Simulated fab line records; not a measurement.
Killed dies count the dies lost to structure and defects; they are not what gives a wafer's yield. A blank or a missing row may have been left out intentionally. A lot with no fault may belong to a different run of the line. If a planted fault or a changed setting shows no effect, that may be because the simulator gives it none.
Lot-split experiment + flow sfq_line + 5 lots, 23 wafers read, on a route of 325 steps

== THE SPLIT ITSELF ==
At SFQ_TRILAYER_R5_DEP_SPUTTER_134 (material Ti, target thk 5 nm, time 5 s), the setting time_s was moved away from the recipe's 5 s on 11 of the 23 wafers read, by -8.7% to +12.8%. For the rest of the wafers, this setting stayed at what the recipe calls for.

The reading comes from the split's own step.

== THE READING ==
Ti_of_TRILAYER_R5_DEP_SPUTTER_134.thk_nm (the simulator's own value, which no gauge read), in nm, at SFQ_TRILAYER_R5_DEP_SPUTTER_134 (material Ti, target thk 5 nm, time 5 s). The file gives no usual value for it. Here, 12 wafers ran the recipe; their average is 5.032 nm with a standard deviation of 0.077 nm.

| wafer  | tool, chamber at the split | time_s as run, s | against the recipe | Ti_of_TRILAYER_R5_DEP_SPUTTER_134.thk_nm, nm | against lot-mates on the recipe |
|--------|----------------------------|------------------|--------------------|----------------------------------------------|---------------------------------|
| L074.1 | pvd_sputter-04, -          | 5                | recipe             | 5.07                                         | -                               |
| L074.2 | pvd_sputter-04, -          | 5.61             | +12.2%             | 5.726                                        | +0.639                          |
| L074.3 | pvd_sputter-04, -          | 5                | recipe             | 5.104                                        | -                               |
| L074.4 | pvd_sputter-04, -          | 5.61             | +12.2%             | 5.811                                        | +0.724                          |
| L074.6 | pvd_sputter-04, -          | 5.61             | +12.2%             | 5.791                                        | +0.704                          |
| L076.1 | pvd_sputter-03, -          | 5                | recipe             | 4.977                                        | -                               |
| L076.2 | pvd_sputter-03, -          | 5.639            | +12.8%             | 5.623                                        | +0.694                          |
| L076.3 | pvd_sputter-03, -          | 5.639            | +12.8%             | 5.623                                        | +0.694                          |
| L076.5 | pvd_sputter-03, -          | 5.639            | +12.8%             | 5.695                                        | +0.766                          |
| L076.6 | pvd_sputter-03, -          | 5                | recipe             | 4.881                                        | -                               |
| L080.1 | pvd_sputter-05, -          | 4.564            | -8.7%              | 4.587                                        | -0.510                          |
| L080.2 | pvd_sputter-05, -          | 5                | recipe             | 5.069                                        | -                               |
| L080.3 | pvd_sputter-05, -          | 5                | recipe             | 5.186                                        | -                               |
| L080.4 | pvd_sputter-05, -          | 4.564            | -8.7%              | 4.681                                        | -0.416                          |
| L080.5 | pvd_sputter-05, -          | 5                | recipe             | 5.035                                        | -                               |
| L081.1 | pvd_sputter-03, -          | 5.353            | +7.1%              | 5.222                                        | +0.258                          |
| L081.2 | pvd_sputter-03, -          | 5                | recipe             | 4.926                                        | -                               |
| L081.4 | pvd_sputter-03, -          | 5.353            | +7.1%              | 5.283                                        | +0.319                          |
| L081.5 | pvd_sputter-03, -          | 5.353            | +7.1%              | 5.263                                        | +0.299                          |
| L081.6 | pvd_sputter-03, -          | 5                | recipe             | 5.002                                        | -                               |
| L082.1 | pvd_sputter-05, -          | 5                | recipe             | 5.043                                        | -                               |
| L082.2 | pvd_sputter-05, -          | 5                | recipe             | 5.047                                        | -                               |
| L082.4 | pvd_sputter-05, -          | 5                | recipe             | 5.048                                        | -                               |

FIT RESULTS
A straight line over all 23 wafers: Ti_of_TRILAYER_R5_DEP_SPUTTER_134.thk_nm changes by +0.0505 nm for each +1% of time_s; r = +0.96; the points scatter about the line by 0.096 nm.
The same after taking each lot's own level away (the mean of its wafers on the recipe; 23 wafers): +0.0544 nm for each +1%; r = +0.99; scatter 0.055 nm.
On that fit, the largest move of time_s shifts the reading by 0.7 nm.
From 4.9290 to 5.0967 nm: that is the span of the lots' own levels, equal to 2.2 times the standard deviation above.
The two slopes are in agreement: the lot-to-lot level therefore moves the slope only a little.
Check: +0.69 nm against its lot-mates is what the line predicts for one of the wafers moved furthest among these (+12.8%) when that wafer is left out of the fit. It came out at +0.694 nm against them.

== THE OTHER SPLITS THESE WAFERS WENT THROUGH ==
Before the reading, these wafers also passed through other splits. Each is held against what the fit with the lots' levels taken away leaves over:
| other split on the same wafers              | wafers away from the commonest value | r with Ti_of_TRILAYER_R5_DEP_SPUTTER_134.thk_nm (lot level and that fit taken away) |
|---------------------------------------------|--------------------------------------|-------------------------------------------------------------------------------------|
| SFQ_TRILAYER_JJ_CE_LITHO_PEB_117 peb_time_s | 9                                    | -0.46                                                                               |
| SFQ_TRILAYER_M5_LITHO_PEB_126 peb_time_s    | 8                                    | -0.12                                                                               |
| SFQ_TRILAYER_M5_ETCH_METAL_ETCH_126 icp_w   | 7                                    | -0.16                                                                               |

== FILE'S OWN FIT ==
Ti_of_TRILAYER_R5_DEP_SPUTTER_134.thk_nm changes by +0.054 nm for each +1% of time_s, r = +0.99.
